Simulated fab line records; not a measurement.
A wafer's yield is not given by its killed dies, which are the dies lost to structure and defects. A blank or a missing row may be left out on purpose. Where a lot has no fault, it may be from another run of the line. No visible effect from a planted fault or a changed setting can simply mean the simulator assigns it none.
fab line records	flow sky130
record: lots: 13	wafers: 39	last-day: 50
route steps=708 shown NWELL@81 VT_ADJUST_NCORE@127 VT_ADJUST_PCH@151 PAD_OPEN@708
lots untouched by any fault: they come from a run of this same line in which no faults occurred
start-h: hours from the record's opening day to when the first of the lot's shown wafers began	wait-h: how many hours have passed since the lot's step before this one	" identical to the entry in the row above	L1.1+2: one row covering several wafers at once	- value missing, or start not given	* or withheld: withheld	< > ~ a bound
route shown NAME@n: a module of which the file shows steps, and the number in the route of the first	usual: mean/standard deviation of fault-free wafers	same: alike in all rows	chamber/n: place in a boat	sites: each site's reading	_std_site: how widely they spread, as a standard deviation	_edge_site: mean of outer sites minus mean of inner sites	radius-mm: for every site, how far away it sits from the centre of the wafer	mask NAME#n: copy n	behind: tool/chamber where the wafer was last shaped	hold: the reason the lot was held/the length of the hold in hours/how it ended	device: transistor that didn't switch, given as n, p or np	end of line: at the end of the route, the tests of the same wafers	for a step that has no rows: nothing shown but its recipe	killed: not the wafer's yield, but the dies lost to structure and defects at the first sort	map: a wafer's dies, marking killed ones x, the rest . and places with no die _
set.NAME: the setting that was run; set.NAME@STEP: the one run at that earlier step	model.NAME: the simulator's own value behind a step, which no gauge read
the route's steps for a sample of lots (tables are steps, rows are wafers)
services: from which hour (start-h, from the record's first day; less than 0 if before it) a tool's chamber was out of use, for how many hours, and why
== steps ==
step: SKY_NWELL_RTA_28
recipe: temp-c: 1050	time-s: 30	idle-temp-c: 650	ramp-up-c-per-s: 150	ramp-down-c-per-s: 90	ambient: N2
usual: lamp-power-pct: 25.30/0.046	ramp-down-c-per-s: 89.999/0.016	wafer_temp_C_max: 1055.0/1
lot.wafer	tool	chamber	start-h	wait-h	lamp-power-pct	ramp-down-c-per-s	wafer_temp_C_max
L239.3	rtp-anneal-02	0	113.28	0.0	25.41	89.988	1055.4
L239.4	"	0	"	"	25.39	89.999	1055.7
L239.6	"	0	"	"	25.38	90.006	1054.8
L242.3	rtp-anneal-01	0	129.64	0.0	25.31	90.013	1054.4
L242.5	"	0	"	"	25.33	89.996	1056.6
L242.6	"	0	"	"	25.29	90.034	1054.8
L243.1	rtp-anneal-01	0	138.29	0.0	25.24	90.014	1055.8
L243.2	"	0	"	"	25.27	90.012	1056.5
L243.4	"	0	"	"	25.38	89.992	1054.9
L244.2	rtp-anneal-02	0	140.98	0.0	25.25	90.024	1055.9
L244.3	"	0	"	"	25.29	89.969	1055.9
L244.5	"	0	"	"	25.32	90.027	1054.3
L250.1	rtp-anneal-02	0	185.65	0.0	25.29	89.966	1055.3
L250.5	"	0	"	"	25.31	90.008	1054.3
L250.6	"	0	"	"	25.34	90.028	1054.8
L251.1	rtp-anneal-02	0	194.81	0.0	25.35	89.963	1054.7
L251.2	"	0	"	"	25.30	89.998	1054.0
L251.4	"	0	"	"	25.32	90.014	1053.8
L253.3	rtp-anneal-01	0	202.13	0.0	25.27	90.017	1055.0
L253.5	"	0	"	"	25.34	90.039	1055.1
L253.6	"	0	"	"	25.34	90.001	1056.2
L255.1	rtp-anneal-01	0	212.94	0.0	25.30	90.004	1054.9
L255.4	"	0	"	"	25.33	89.998	1054.8
L255.5	"	0	"	"	25.24	89.983	1054.3
L254.2	rtp-anneal-02	0	213.82	0.0	25.25	89.996	1054.6
L254.3	"	0	"	"	25.31	89.998	1054.7
L254.5	"	0	"	"	25.30	89.996	1055.0
L256.4	rtp-anneal-01	0	218.86	0.1	25.33	89.989	1054.2
L256.5	"	0	"	"	25.26	90.013	1055.2
L256.6	"	0	"	"	25.30	90.021	1055.9
L257.1	rtp-anneal-01	0	226.01	0.0	25.27	89.998	1055.8
L257.2	"	0	"	"	25.31	90.037	1055.7
L257.5	"	0	"	"	25.29	90.009	1056.3
L258.1	rtp-anneal-02	0	228.16	0.0	25.27	89.992	1056.5
L258.4	"	0	"	"	25.27	90.005	1056.2
L258.6	"	0	"	"	25.27	89.991	1055.6
L260.1	rtp-anneal-01	0	241.65	0.0	25.27	89.982	1056.9
L260.2	"	0	"	"	25.28	90.008	1055.1
L260.3	"	0	"	"	25.34	90.004	1053.9
step: SKY_VT_ADJUST_NCORE_OVL_MEAS_08
usual: VT_ADJUST_NCORE_OVL: 0.3/1.2
lot.wafer	tool	chamber	start-h	wait-h	VT_ADJUST_NCORE_OVL[nm]
L239.3	overlay-02	-	192.32	0.1	1.2
L239.4	"	-	"	"	-0.1
L239.6	"	-	"	"	-0.6
L242.3	overlay-02	-	209.86	0.1	0.7
L242.5	"	-	"	"	3.9
L242.6	"	-	"	"	1.2
L243.1	overlay-01	-	219.95	0.1	2.0
L243.2	"	-	"	"	0.8
L243.4	"	-	"	"	2.2
L244.2	overlay-02	-	222.08	0.1	1.5
L244.3	"	-	"	"	0.5
L244.5	"	-	"	"	1.9
L250.1	overlay-02	-	277.56	0.1	-1.2
L250.5	"	-	"	"	-0.8
L250.6	"	-	"	"	-1.6
L251.1	overlay-02	-	286.84	0.1	2.3
L251.2	"	-	"	"	-1.4
L251.4	"	-	"	"	-1.0
L253.3	overlay-01	-	294.37	0.1	1.5
L253.5	"	-	"	"	0.8
L253.6	"	-	"	"	-1.5
L255.1	overlay-02	-	307.41	0.1	0.4
L255.4	"	-	"	"	0.0
L255.5	"	-	"	"	-0.2
L254.2	overlay-02	-	308.54	0.1	0.0
L254.3	"	-	"	"	0.1
L254.5	"	-	"	"	1.5
L256.4	overlay-02	-	317.53	0.1	-1.9
L256.5	"	-	"	"	-0.1
L256.6	"	-	"	"	-1.2
L257.1	overlay-02	-	323.41	0.1	0.0
L257.2	"	-	"	"	1.8
L257.5	"	-	"	"	1.6
L258.1	overlay-01	-	326.95	0.1	3.1
L258.4	"	-	"	"	1.2
L258.6	"	-	"	"	0.7
L260.1	overlay-02	-	345.25	0.1	0.0
L260.2	"	-	"	"	0.9
L260.3	"	-	"	"	1.1
step: SKY_VT_ADJUST_NCORE_TW_MEAS_11
usual: VT_ADJUST_NCORE_TW: 218.7/1.7
lot.wafer	tool	chamber	start-h	wait-h	VT_ADJUST_NCORE_TW
L239.3	film-metro-03	-	192.63	0.1	220.8
L239.4	"	-	"	"	221.3
L239.6	"	-	"	"	219.0
L242.3	film-metro-02	-	210.16	0.1	217.9
L242.5	"	-	"	"	217.5
L242.6	"	-	"	"	219.3
L243.1	film-metro-03	-	220.24	0.1	218.3
L243.2	"	-	"	"	218.4
L243.4	"	-	"	"	218.9
L244.2	film-metro-01	-	222.37	0.1	219.6
L244.3	"	-	"	"	220.2
L244.5	"	-	"	"	219.8
L250.1	film-metro-02	-	277.85	0.1	216.8
L250.5	"	-	"	"	216.5
L250.6	"	-	"	"	217.5
L251.1	film-metro-02	-	287.12	0.1	216.5
L251.2	"	-	"	"	216.6
L251.4	"	-	"	"	216.0
L253.3	film-metro-01	-	294.67	0.1	220.0
L253.5	"	-	"	"	219.0
L253.6	"	-	"	"	219.6
L255.1	film-metro-02	-	307.70	0.1	216.6
L255.4	"	-	"	"	216.4
L255.5	"	-	"	"	216.7
L254.2	film-metro-03	-	308.83	0.1	219.5
L254.3	"	-	"	"	219.3
L254.5	"	-	"	"	218.5
L256.4	film-metro-02	-	317.83	0.1	215.7
L256.5	"	-	"	"	216.0
L256.6	"	-	"	"	215.6
L257.1	film-metro-03	-	323.70	0.1	222.3
L257.2	"	-	"	"	222.7
L257.5	"	-	"	"	221.1
L258.1	film-metro-02	-	327.24	0.1	216.9
L258.4	"	-	"	"	217.5
L258.6	"	-	"	"	217.1
L260.1	film-metro-02	-	345.54	0.1	215.4
L260.2	"	-	"	"	216.1
L260.3	"	-	"	"	216.4
step: SKY_VT_ADJUST_PCH_IMPLANT_08
recipe: species: B	energy-kev: 9.926	dose-cm2: 5e+11	tilt-deg: withheld
usual: beam-on-s: 9.98/0.2	end-station-pressure-torr: 4.99e-06/2.7e-07	faraday-current-uA: 2.81/0.055
lot.wafer	tool	chamber	start-h	wait-h	beam-on-s	end-station-pressure-torr	faraday-current-uA
L239.3	implanter-03	0	235.70	0.1	9.76	5.47e-06	2.89
L239.4	"	0	"	"	9.88	5.4e-06	2.84
L239.6	"	0	"	"	9.96	4.8e-06	2.82
L242.3	implanter-03	0	255.67	0.1	14.16	0.00011877	2.02
L242.5	"	0	"	"	14.01	0.00012016	2.03
L242.6	"	0	"	"	14.21	0.00010761	2.00
L243.1	implanter-03	0	267.07	0.0	14.36	0.00011999	2.00
L243.2	"	0	"	"	14.18	0.00011039	2.00
L243.4	"	0	"	"	14.68	0.00011581	1.95
L244.2	implanter-01	0	268.07	0.0	9.66	5.32e-06	2.89
L244.3	"	0	"	"	10.29	5.1e-06	2.71
L244.5	"	0	"	"	10.08	4.66e-06	2.78
L250.1	implanter-01	0	330.02	0.0	10.04	5.18e-06	2.80
L250.5	"	0	"	"	9.94	4.87e-06	2.80
L250.6	"	0	"	"	9.79	4.39e-06	2.85
L251.1	implanter-01	0	338.52	0.0	9.94	4.7e-06	2.84
L251.2	"	0	"	"	9.88	5.44e-06	2.84
L251.4	"	0	"	"	10.13	5.06e-06	2.77
L253.3	implanter-03	0	347.12	0.1	10.15	4.91e-06	2.76
L253.5	"	0	"	"	9.99	4.98e-06	2.80
L253.6	"	0	"	"	9.84	5.01e-06	2.84
L255.1	implanter-03	0	361.50	0.0	10.16	4.84e-06	2.77
L255.4	"	0	"	"	9.91	5.12e-06	2.83
L255.5	"	0	"	"	10.55	5.21e-06	2.66
L254.2	implanter-03	0	363.29	0.0	9.73	5.01e-06	2.88
L254.3	"	0	"	"	10.30	4.89e-06	2.73
L254.5	"	0	"	"	9.99	4.61e-06	2.81
L256.4	implanter-02	0	371.58	0.1	9.95	4.66e-06	2.82
L256.5	"	0	"	"	10.03	5.14e-06	2.79
L256.6	"	0	"	"	10.12	5.36e-06	2.77
L257.1	implanter-03	0	379.77	0.0	10.14	4.77e-06	2.78
L257.2	"	0	"	"	10.02	4.93e-06	2.82
L257.5	"	0	"	"	9.96	5.47e-06	2.82
L258.1	implanter-02	0	383.82	0.0	10.17	4.22e-06	2.75
L258.4	"	0	"	"	10.28	4.81e-06	2.73
L258.6	"	0	"	"	9.98	5.17e-06	2.82
L260.1	implanter-02	0	402.02	0.0	10.09	4.87e-06	2.79
L260.2	"	0	"	"	10.19	5.04e-06	2.75
L260.3	"	0	"	"	10.21	4.77e-06	2.74
step: SKY_VT_ADJUST_PCH_TW_MEAS_10
usual: VT_ADJUST_PCH_TW: 142.3/1.1
lot.wafer	tool	chamber	start-h	wait-h	VT_ADJUST_PCH_TW
L239.3	film-metro-03	-	235.92	0.1	142.1
L239.4	"	-	"	"	142.0
L239.6	"	-	"	"	141.8
L242.3	film-metro-03	-	255.89	0.1	152.5
L242.5	"	-	"	"	151.7
L242.6	"	-	"	"	151.8
L243.1	film-metro-02	-	267.32	0.1	149.3
L243.2	"	-	"	"	149.6
L243.4	"	-	"	"	149.1
L244.2	film-metro-02	-	268.30	0.1	141.8
L244.3	"	-	"	"	141.7
L244.5	"	-	"	"	141.1
L250.1	film-metro-02	-	330.27	0.1	141.2
L250.5	"	-	"	"	141.3
L250.6	"	-	"	"	140.4
L251.1	film-metro-03	-	338.77	0.1	142.4
L251.2	"	-	"	"	142.4
L251.4	"	-	"	"	143.4
L253.3	film-metro-02	-	347.34	0.1	141.1
L253.5	"	-	"	"	140.4
L253.6	"	-	"	"	141.0
L255.1	film-metro-03	-	361.75	0.1	143.0
L255.4	"	-	"	"	143.8
L255.5	"	-	"	"	143.6
L254.2	film-metro-03	-	363.53	0.1	144.3
L254.3	"	-	"	"	143.1
L254.5	"	-	"	"	143.5
L256.4	film-metro-04	-	371.78	0.1	144.5
L256.5	"	-	"	"	144.2
L256.6	"	-	"	"	144.1
L257.1	film-metro-04	-	380.02	0.1	143.6
L257.2	"	-	"	"	143.2
L257.5	"	-	"	"	143.9
L258.1	film-metro-04	-	384.07	0.1	142.9
L258.4	"	-	"	"	142.7
L258.6	"	-	"	"	143.0
L260.1	film-metro-03	-	402.27	0.1	143.5
L260.2	"	-	"	"	143.4
L260.3	"	-	"	"	143.2
step: SKY_PAD_OPEN_PROBE_99
usual: killed_at_M0_to_M3: 42/7.1	killed_at_M4_up: 3.0/1.7	killed-at-contacts: 25/5	killed-at-front-end: 16/4.4	killed-at-other: 0.5/1.4	killed-dies: 87/9.2	killed-open: 47/6.2	killed-short: 39/6.6
same: gross-dies: 492	killed-at-back-side: 0
lot.wafer	tool	chamber	start-h	wait-h	killed_at_M0_to_M3	killed_at_M4_up	killed-at-contacts	killed-at-front-end	killed-at-other	killed-dies	killed-open	killed-short
L242.3	prober-02	-	1103.05	0.2	42	0	23	17	0	82	45	36
L242.5	prober-02	-	1103.15	0.2	49	3	21	15	1	89	46	43
L242.6	prober-02	-	1103.20	0.2	49	4	28	18	0	99	47	52
L243.1	prober-02	-	1117.39	0.1	40	2	23	23	1	89	55	33
L243.2	prober-02	-	1117.44	0.1	34	4	22	24	6	90	53	30
L243.4	prober-02	-	1117.54	0.2	37	5	25	29	1	97	41	51
L250.1	prober-01	-	1152.89	0.1	44	2	24	18	0	88	51	36
L250.5	prober-01	-	1153.09	0.2	30	5	18	14	1	68	42	25
L250.6	prober-01	-	1153.14	0.2	46	4	25	19	0	94	50	41
L251.1	prober-01	-	1158.49	0.1	52	3	22	9	0	86	48	38
L251.2	prober-01	-	1158.54	0.1	35	3	15	10	1	64	28	36
L251.4	prober-01	-	1158.64	0.2	35	1	24	20	0	80	49	30
L253.3	prober-02	-	1162.36	0.2	32	2	26	12	1	73	46	26
L253.5	prober-02	-	1162.46	0.2	32	2	16	16	0	66	33	33
L253.6	prober-02	-	1162.51	0.2	46	7	17	12	1	83	45	38
L256.4	prober-01	-	1177.58	0.2	37	3	24	25	1	90	50	36
L256.5	prober-01	-	1177.63	0.2	32	4	25	17	0	78	50	28
L256.6	prober-01	-	1177.68	0.2	47	4	21	23	0	95	55	36
killed by level:class
L242.3 CONTACT:geometric-particle:open=9 VIA1:geometric-particle:open=9 METAL2:geometric-particle:short=7 POLY_GATE:geometric-particle:short=6 LI_CONTACT:geometric-particle:open=6 METAL1:geometric-particle:short=6 VIA2:geometric-particle:open=5 FIELD_ISO:geometric-particle:open=4
L242.5 VIA3:geometric-particle:open=12 VIA1:geometric-particle:open=8 LI_CONTACT:geometric-particle:short=7 CONTACT:geometric-particle:open=7 METAL2:geometric-particle:short=7 METAL1:geometric-particle:short=6 FIELD_ISO:geometric-particle:open=4 POLY_GATE:geometric-particle:open=4
L242.6 METAL1:geometric-particle:short=12 LI_CONTACT:geometric-particle:open=12 VIA1:geometric-particle:open=9 FIELD_ISO:geometric-particle:short=8 VIA3:geometric-particle:open=7 CONTACT:geometric-particle:open=6 VIA2:geometric-particle:open=6 LOCAL_INTERCONNECT:geometric-particle:short=5
L243.1 VIA1:geometric-particle:open=11 VIA2:geometric-particle:open=11 CONTACT:geometric-particle:open=10 FIELD_ISO:geometric-particle:open=6 FIELD_ISO:geometric-particle:short=5 LI_CONTACT:geometric-particle:open=4 LI_CONTACT:geometric-particle:short=3 METAL1:geometric-particle:short=3
L243.2 CONTACT:geometric-particle:open=10 VIA2:geometric-particle:open=9 FIELD_ISO:geometric-particle:open=7 VIA1:geometric-particle:open=7 POLY_GATE:geometric-particle:open=6 LOCAL_INTERCONNECT:geometric-particle:short=5 CAP2M:area-etch=5 POLY_GATE:geometric-particle:short=4
L243.4 FIELD_ISO:geometric-particle:short=7 LI_CONTACT:geometric-particle:open=7 CONTACT:geometric-particle:open=7 CONTACT:geometric-particle:short=7 VIA1:geometric-particle:open=7 METAL2:geometric-particle:short=6 FIELD_ISO:geometric-particle:open=5 POLY_GATE:geometric-particle:open=4
L250.1 CONTACT:geometric-particle:open=11 VIA1:geometric-particle:short=11 VIA1:geometric-particle:open=8 METAL2:geometric-particle:short=6 VIA3:geometric-particle:open=6 FIELD_ISO:geometric-particle:open=4 POLY_GATE:geometric-particle:open=4 SPACER:geometric-particle:open=4
L250.5 CONTACT:geometric-particle:open=9 VIA1:geometric-particle:open=8 VIA2:geometric-particle:open=6 LI_CONTACT:geometric-particle:open=5 FIELD_ISO:geometric-particle:open=4 FIELD_ISO:geometric-particle:short=3 CONTACT:geometric-particle:short=3 VIA1:geometric-particle:short=3
L250.6 CONTACT:geometric-particle:open=11 VIA1:geometric-particle:open=9 METAL1:geometric-particle:short=9 VIA3:geometric-particle:open=8 LI_CONTACT:geometric-particle:open=7 FIELD_ISO:geometric-particle:short=6 METAL2:geometric-particle:short=6 POLY_GATE:geometric-particle:short=5
L251.1 VIA1:geometric-particle:open=13 LI_CONTACT:geometric-particle:open=9 VIA3:geometric-particle:open=6 VIA3:geometric-particle:short=6 CONTACT:geometric-particle:open=5 VIA2:geometric-particle:open=5 VIA1:geometric-particle:short=5 CONTACT:geometric-particle:short=4
L251.2 VIA1:geometric-particle:open=7 VIA3:geometric-particle:open=6 CONTACT:geometric-particle:open=5 VIA1:geometric-particle:short=5 METAL2:geometric-particle:short=5 LOCAL_INTERCONNECT:geometric-particle:short=4 VIA3:geometric-particle:short=4 FIELD_ISO:geometric-particle:short=3
L251.4 CONTACT:geometric-particle:open=10 VIA2:geometric-particle:open=9 VIA1:geometric-particle:open=8 FIELD_ISO:geometric-particle:open=4 POLY_GATE:geometric-particle:open=4 LI_CONTACT:geometric-particle:short=4 CONTACT:geometric-particle:short=4 FIELD_ISO:geometric-particle:short=3
L253.3 CONTACT:geometric-particle:open=15 VIA1:geometric-particle:open=9 LI_CONTACT:geometric-particle:open=5 METAL1:geometric-particle:short=5 FIELD_ISO:geometric-particle:open=4 VIA1:geometric-particle:short=4 FIELD_ISO:geometric-particle:short=3 LOCAL_INTERCONNECT:geometric-particle:short=3
L253.5 VIA1:geometric-particle:open=7 POLY_GATE:geometric-particle:short=5 LOCAL_INTERCONNECT:geometric-particle:short=5 FIELD_ISO:geometric-particle:open=4 LI_CONTACT:geometric-particle:open=4 CONTACT:geometric-particle:open=4 METAL1:geometric-particle:short=4 VIA2:geometric-particle:open=4
L253.6 METAL2:geometric-particle:short=9 VIA1:geometric-particle:open=9 CONTACT:geometric-particle:open=7 VIA3:geometric-particle:open=7 METAL4:geometric-particle:short=7 LI_CONTACT:geometric-particle:open=6 METAL1:geometric-particle:short=5 VIA2:geometric-particle:open=5
L256.4 LI_CONTACT:geometric-particle:open=11 POLY_GATE:geometric-particle:open=8 VIA1:geometric-particle:open=7 VIA2:geometric-particle:open=6 VIA1:geometric-particle:short=5 FIELD_ISO:geometric-particle:open=4 CONTACT:geometric-particle:open=4 CONTACT:geometric-particle:short=4
L256.5 VIA1:geometric-particle:open=13 CONTACT:geometric-particle:open=9 LI_CONTACT:geometric-particle:open=8 FIELD_ISO:geometric-particle:open=5 POLY_GATE:geometric-particle:short=5 METAL1:geometric-particle:short=5 VIA2:geometric-particle:open=5 LI_CONTACT:geometric-particle:short=4
L256.6 VIA1:geometric-particle:open=11 CONTACT:geometric-particle:short=8 FIELD_ISO:geometric-particle:open=7 VIA2:geometric-particle:open=7 LI_CONTACT:geometric-particle:open=7 VIA3:geometric-particle:open=6 CONTACT:geometric-particle:open=5 METAL3:geometric-particle:short=5
== services ==
tool	chamber	start-h	hours	kind
implanter-03	-	92.62	4.0	repair
implanter-01	-	117.91	3.8	repair
implanter-01	-	163.42	5.6	pm
implanter-01	-	171.34	1.5	repair
implanter-01	-	181.55	6.9	repair
rtp-anneal-01	-	196.87	2.4	pm
implanter-02	-	211.95	3.8	repair
implanter-03	-	219.39	1.3	repair
implanter-03	-	245.68	2.9	repair
implanter-03	-	262.76	1.2	repair
implanter-03	-	290.59	5.0	repair
implanter-01	-	308.79	2.7	repair
implanter-02	-	371.83	6.8	pm
== key ==
first-sign: step: SKY_VT_ADJUST_PCH_IMPLANT_08	reading: end-station-pressure-torr	direction: up	sigmas: 99+	usual: 4.99e-06	struck: 0.00011545
effect: step: SKY_VT_ADJUST_PCH_IMPLANT_08	reading: beam-on-s	direction: up	sigmas: 22	usual: 9.98	struck: 14.27
effect: step: SKY_VT_ADJUST_PCH_TW_MEAS_10	reading: VT_ADJUST_PCH_TW	direction: up	sigmas: 7.3	usual: 142.3	struck: 150.7
met-at SKY_VT_ADJUST_PCH_IMPLANT_08
struck-lots L242,L243
tester-left-out L242,L243
not-acting-at SKY_NWELL_RTA_28,SKY_VT_ADJUST_NCORE_OVL_MEAS_08,SKY_VT_ADJUST_NCORE_TW_MEAS_11
onset-between 235.70 255.67
fault: kind: process-parameter-drift	tool: implanter-03	chamber: -	onset-h: 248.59	steps: SKY_VT_ADJUST_PCH_IMPLANT_08	channel: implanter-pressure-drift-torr	offset: 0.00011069	shape: step	end-h: 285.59
fault: kind: process-parameter-drift	tool: implanter-03	chamber: -	onset-h: 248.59	steps: SKY_VT_ADJUST_PCH_IMPLANT_08	channel: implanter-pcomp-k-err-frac	offset: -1	shape: step	end-h: 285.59
tester-left-out: of these lots the tester's yield and bins aren't shown, on N5 and GAA mostly nor the transistor test; their killed dies are dies lost to structure and defects alone, not to doping, threshold or leakage, so they don't give the yield
